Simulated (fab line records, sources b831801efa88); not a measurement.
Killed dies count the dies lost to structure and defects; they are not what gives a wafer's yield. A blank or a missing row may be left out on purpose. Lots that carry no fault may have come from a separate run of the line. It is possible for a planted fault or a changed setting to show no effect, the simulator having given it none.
2 desks looking at one fault	flow sky130	numbers are kept per desk, each desk with only its own; the story behind them comes last

== METROLOGY DESK ==
Lot by lot, what the gauges showed, no matter which tool ran the lot: averages of those sampled wafers that carry a number. If a lot's mean is further than 4 standard deviations from the usual mean, the lot is out of limits and carries the mark OUT (the distance appears in the brackets).
Columns: A = VIA4_HDPCVD_THK at SKY_VIA4_THK_MEAS_01, usual 1734 nm; B = VIA4_OVL at SKY_VIA4_OVL_MEAS_11, usual 0.7 nm
lot	first seen here	A	B
L598	day 41 23:00	1731	1.1
L601	day 43 11:29	1732	0.2
L603	day 43 14:37	1728	1.9
L605	day 44 12:07	1801	0.6
L607	day 45 01:52	1811	1.6
L612	day 46 14:26	1743	1.1
L615	day 47 17:01	1719	-1.4
L617	day 48 03:22	1735	2.7
L618	day 48 04:44	1767	1.2
L620	day 48 07:47	1724	1.0
L621	day 48 12:01	1742	0.0
This desk found nothing out of limits on any of the 11 lots.

== FOR THE TOOL OWNER'S DESK: hdpcvd-01 ==
The tool's own readings at SKY_VIA4_HDPCVD_00 (deposits SiO2, target thk 1750 nm, time 291.7 s): means of the sampled wafers that have a number, for each lot that ran on this tool. If a lot's mean is further than 4 standard deviations from the usual mean, the lot is out of limits and carries the mark OUT (the distance appears in the brackets).
Columns: A = runLengthS at SKY_VIA4_HDPCVD_00, usual 320.0 s
lot	first seen here	A
L603	day 43 14:26	319.2
L605	day 44 11:55	332.5 (+19) OUT
L607	day 45 01:41	332.4 (+19) OUT
L620	day 48 07:36	319.2
L621	day 48 11:49	319.1
This desk's verdict: out of limits on L605, L607, starting with L605 at day 44 11:55 (runLengthS at SKY_VIA4_HDPCVD_00). Within limits: L603, L620, L621.

== BROUGHT TOGETHER ==
The tool owner's desk could have raised an alarm at day 44 11:55, on L605, L607.
At the metrology desk, nothing out of limits was observed.
The metrology desk has L605, L607 on record, within its limits.
SKY_VIA4_HDPCVD_00 was run on hdpcvd-01 by each of the lots named.

== WHAT THE SIMULATOR PUT IN ==
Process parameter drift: hdpcvd-01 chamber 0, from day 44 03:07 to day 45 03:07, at SKY_VIA4_HDPCVD_00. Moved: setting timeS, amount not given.
Shown lots that were struck: L605, L607.
Hours from the fault's start to each desk's first reading out of limits: the tool owner's desk, 9.
